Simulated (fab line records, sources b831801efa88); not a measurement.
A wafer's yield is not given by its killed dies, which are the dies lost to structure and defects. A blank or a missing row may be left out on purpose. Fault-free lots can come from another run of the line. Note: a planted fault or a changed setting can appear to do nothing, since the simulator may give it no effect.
Chamber matching :: flow sky130 :: 4 sister chambers for SKY_VIA2_CMP_24 on cmp-01
The step polishes, stops on SiO2, t overpolish 20 s, target thk 0 nm. 4 wafers are shown with their chamber, then 12 later ones without.

## EACH WAFER AND ITS CHAMBER
wafer: L089.2
chamber: 2
motor current A (A): 10.9

wafer: L092.2
chamber: 0
motor current A (A): 11.7

wafer: L092.4
chamber: 1
motor current A (A): 13.4

wafer: L092.5
chamber: 3
motor current A (A): 11.6

## WAFERS WITHOUT THEIR CHAMBER
wafer: L091.1
motor current A (A): 13.7

wafer: L091.3
motor current A (A): 11.7

wafer: L091.5
motor current A (A): 11.6

wafer: L095.1
motor current A (A): 11.8

wafer: L095.2
motor current A (A): 11.1

wafer: L095.4
motor current A (A): 13.4

wafer: L096.1
motor current A (A): 11.6

wafer: L096.2
motor current A (A): 11.7

wafer: L096.5
motor current A (A): 13.4

wafer: L097.2
motor current A (A): 10.8

wafer: L097.4
motor current A (A): 13.4

wafer: L097.5
motor current A (A): 11.5

## WHICH CHAMBER EACH WENT THROUGH
wafer: L091.1
from the rows above: 1
in truth: 1

wafer: L091.3
from the rows above: can't be placed: 0 or 3
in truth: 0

wafer: L091.5
from the rows above: can't be placed: 3 or 0
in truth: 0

wafer: L095.1
from the rows above: can't be placed: 0 or 3
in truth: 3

wafer: L095.2
from the rows above: 2
in truth: 2

wafer: L095.4
from the rows above: 1
in truth: 1

wafer: L096.1
from the rows above: can't be placed: 3 or 0
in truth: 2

wafer: L096.2
from the rows above: can't be placed: 0 or 3
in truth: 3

wafer: L096.5
from the rows above: 1
in truth: 1

wafer: L097.2
from the rows above: 2
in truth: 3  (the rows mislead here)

wafer: L097.4
from the rows above: 1
in truth: 1

wafer: L097.5
from the rows above: can't be placed: 3 or 0
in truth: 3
Placed correctly: 5 of 12. Unplaceable from these rows: 6, with the true chamber sitting among the candidates in 5. Wrongly placed: 1.
How it was worked out, from the rows above alone: a wafer's distance from a chamber is the root of the sum, over the readings, of the square of ((its reading less the chamber's mean) divided by the reading's scatter). If the next closest chamber is less than 2 further off than the closest, the wafer can't be placed; otherwise it belongs to the closest. Each chamber's mean is taken over the wafers shown for it. The scatter: root of mean squared gap, hidden wafer to nearest shown wafer, with one shown wafer a chamber.
